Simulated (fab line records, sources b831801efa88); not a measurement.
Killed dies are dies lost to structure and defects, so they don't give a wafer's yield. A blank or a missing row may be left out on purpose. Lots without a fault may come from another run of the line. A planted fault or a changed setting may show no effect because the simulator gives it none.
One fault seen from 2 desks | flow sky130 | each desk has only its own numbers; what lay behind them comes last

THE METROLOGY DESK
What the gauges read, lot by lot, whatever tool the lot ran on: means of the sampled wafers that have a number. A lot is out of limits, marked OUT, if its mean lies more than 4 standard deviations from the usual mean; the brackets give that distance. Of its 9 readings 7 are shown: those that lie furthest out on some lot.
Columns: A = cd_nm at SKY_VIA1_CD_MEAS_12, usual 149.7 nm; B = VIA1_OVL at SKY_VIA1_OVL_MEAS_13, usual 1 nm; C = VIA1_W_THK at SKY_VIA1_THK_MEAS_23, usual 271 nm; D = METAL2_ALCU_RS at SKY_METAL2_RS_MEAS_05, usual 0.1265 ohm/sq; E = METAL2_ALCU_THK at SKY_METAL2_THK_MEAS_06, usual 254 nm; F = cd_nm at SKY_METAL2_CD_MEAS_15, usual 140.0 nm; G = METAL2_OVL at SKY_METAL2_OVL_MEAS_16, usual 1 nm
lot  | first seen here | A     | B  | C   | D      | E   | F     | G
L977 | day 34 14:49    | 150.6 | 1  | 269 | 0.1261 | 255 | 139.8 | 2
L981 | day 36 00:07    | 150.9 | 6  | 272 | 0.1253 | 258 | 140.5 | 5
L984 | day 37 02:13    | 148.9 | 5  | 271 | 0.1262 | 256 | 138.8 | 4
L985 | day 37 07:46    | 147.5 | 6  | 274 | 0.1263 | 256 | 140.4 | 5
L986 | day 38 21:32    | 148.7 | -6 | 268 | 0.1264 | 255 | 137.5 | -2
L994 | day 39 20:08    | 148.8 | 1  | 266 | 0.1240 | 258 | 139.6 | -0
This desk's finding: nothing out of limits on any of the 6 lots.

THE TOOL OWNER'S DESK: rie_diel-04
The tool's own readings at SKY_VIA1_ETCH_15 (etches SiO2 in C4F8/O2/Ar, stops on TiN, target depth 351 nm, time 54 s): means of the sampled wafers that have a number, for each lot that ran on this tool. A lot is out of limits, marked OUT, if its mean lies more than 4 standard deviations from the usual mean; the brackets give that distance.
Columns: A = oes_product_au at SKY_VIA1_ETCH_15, usual 0.979 a.u.
lot  | first seen here | A
L977 | day 35 17:30    | 0.983
L984 | day 38 01:51    | 0.983
L985 | day 38 06:40    | 0.978
This desk's finding: nothing out of limits on any of the 3 lots.

PUT TOGETHER
The metrology desk saw nothing out of limits.
The tool owner's desk saw nothing out of limits.

WHAT THE SIMULATOR HAD PUT IN
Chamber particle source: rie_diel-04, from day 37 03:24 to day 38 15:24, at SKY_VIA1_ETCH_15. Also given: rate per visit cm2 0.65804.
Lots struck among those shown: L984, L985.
